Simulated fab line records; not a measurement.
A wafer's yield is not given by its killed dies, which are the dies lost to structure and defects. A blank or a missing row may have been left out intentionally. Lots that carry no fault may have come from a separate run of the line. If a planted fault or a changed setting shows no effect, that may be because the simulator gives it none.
A lot that was struck, set against a sound lot / flow sky130 / 19 out of 708 route steps
Sound: wafers L523.1, L523.3, L523.5. The struck wafers were L530.1, L530.3, L530.5. The cause is named last.
At each step with rows: each side's tool, then ch and its chambers, then its first start. Under that, the readings that differ: sound wafers / struck wafers / difference of the means / sigmas: that difference in standard deviations of wafers without a fault.
alike: same words and numbers on both sides, and readings whose means sit less than 2 such deviations apart. not compared: any withheld reading, any reading some wafer has no value for, any bound like >300 that may hide the same value, and any number with overlapping values for which the record gives no deviation.
Wherever a step has rows on one side only, a row that says differs or no value, or a row with sigmas, the two part there. Numbers that don't overlap but have no deviation are shown without sigmas and don't part them. Lack of a reading on every wafer of one side parts them only where that side has two or more wafers.

first, 4 steps without rows for these wafers: SKY_VT_ADJUST_LVTN_SOFTBAKE_14 (time 60 s); SKY_VT_ADJUST_LVTN_EXPOSE_15 (exposes mask HVN STD DERIVED, target cd 600 nm); SKY_VT_ADJUST_LVTN_PEB_16; SKY_VT_ADJUST_LVTN_DEVELOP_17 (develop time 60 s).
SKY_VT_ADJUST_LVTN_OVL_MEAS_18:
  sound on overlay-01, day 8 11:22; struck on overlay-01, day 10 10:58
  alike: VT_ADJUST_LVTN_01_OVL
after that, 1 step had no rows for these wafers: SKY_VT_ADJUST_LVTN_IMPLANT_19.
SKY_VT_ADJUST_LVTN_STRIP_20: strips in O2/N2.
  sound on plasma-asher-04 ch 0,1, day 8 11:33; struck on plasma-asher-03 ch 1, day 10 11:09
  alike: drypump-motor-current-A, oes-product-au, strip-time-to-endpoint-s
  not compared: rf-hours-counter-h
SKY_VT_ADJUST_LVTN_TW_MEAS_21:
  sound on film-metro-03, day 8 11:39; struck on film-metro-03, day 10 11:15
  alike: VT_ADJUST_LVTN_2_TW
then, 4 steps without rows for these wafers: SKY_VT_ADJUST_NCORE_DEHYDRATE_00 (time 60 s); SKY_VT_ADJUST_NCORE_HMDS_01 (prime time 60 s); SKY_VT_ADJUST_NCORE_COAT_02 (resist thk 1140 nm); SKY_VT_ADJUST_NCORE_SOFTBAKE_03 (time 60 s).
SKY_VT_ADJUST_NCORE_EXPOSE_04: exposes mask LVTN COMPLEMENT THIN, target cd 380 nm.
  sound on iline-stepper-02 ch 0, day 8 22:05; struck on iline-stepper-01 ch 0, day 10 23:31
reading=model.VT_ADJUST_NCORE.overlay-x-nm (nm); sound=-0.3864 -0.3864 -0.3864; struck=234.5 234.5 234.5; difference=+234.9; sigmas=
  alike: mask
then, 2 steps without rows for these wafers: SKY_VT_ADJUST_NCORE_PEB_05; SKY_VT_ADJUST_NCORE_DEVELOP_06 (develop time 60 s).
SKY_VT_ADJUST_NCORE_CD_MEAS_07 targets a cd of 380 nm.
  sound on cd-sem-02, day 9 07:25; struck on cd-sem-01, day 11 10:22
  alike: cd-nm
SKY_VT_ADJUST_NCORE_OVL_MEAS_08:
  sound on overlay-02, day 9 07:32; struck on overlay-02, day 11 10:29
reading=VT_ADJUST_NCORE_OVL (nm); sound=-0.9 1.1 0.5; struck=234.8 235.9 235.5; difference=+235.2; sigmas=+99 or more
after that, 1 step had no rows for these wafers: SKY_VT_ADJUST_NCORE_IMPLANT_09.
-- here the record skips 37 days between the struck wafers' starts before and after, leaving off in module VT_ADJUST_NCORE and picking up in module PAD_OPEN (first step shown: number 708 of the route) --
SKY_PAD_OPEN_PROBE_99:
  sound on prober-02, day 46 14:38; struck on prober-01, day 48 07:32
reading=killed-at-front-end; sound=22 7 10; struck=118 126 120; difference=+108; sigmas=+24
reading=killed-dies; sound=98 86 96; struck=187 182 193; difference=+94; sigmas=+10
reading=killed-on-rim; sound=18 13 19; struck=35 33 42; difference=+20; sigmas=+6
reading=model.etest.sram-nfet-pass.drive-ua-um; sound=486.3 483 481.5; struck=541.4 572.6 559.6; difference=+74.3; sigmas=
reading=model.etest.nfet_05v0_nvt.drive-ua-um; sound=586.1 593.1 583.6; struck=533.3 533 536.2; difference=-53.4; sigmas=
reading=model.etest.sram-pfet-latch.drive-ua-um; sound=144.6 136.7 135.5; struck=163.5 167.8 166; difference=+26.8; sigmas=
reading=model.etest.pfet_01v8_lvt.drive-ua-um; sound=173.4 175.6 171.6; struck=194.1 195.1 194.1; difference=+20.9; sigmas=
reading=model.etest.nfet_01v8_lvt.drive-ua-um; sound=576.2 572.5 564.6; struck=552.1 558.8 558.8; difference=-14.5; sigmas=
reading=model.etest.pfet_01v8_hvt.drive-ua-um; sound=141.1 145.4 139.1; struck=152.5 155.3 154.9; difference=+12.4; sigmas=
reading=model.etest.pfet_01v8_lvt.off-log10-a-um; sound=-9.052 -9.104 -9.168; struck=-7.017 -6.92 -6.873; difference=+2.171; sigmas=
reading=model.etest.nfet_05v0_nvt.off-log10-a-um; sound=-10.97 -11.09 -11.08; struck=-13.17 -13.18 -13.24; difference=-2.15; sigmas=
  alike: killed_at_M0_to_M3, killed_at_M4_up, killed-at-contacts, killed-at-other, killed-open, killed-short

## WHERE THEY PART
Last at SKY_PAD_OPEN_PROBE_99 as far as this record goes, first at SKY_VT_ADJUST_NCORE_OVL_MEAS_08.

WHY: whatever the simulator had introduced
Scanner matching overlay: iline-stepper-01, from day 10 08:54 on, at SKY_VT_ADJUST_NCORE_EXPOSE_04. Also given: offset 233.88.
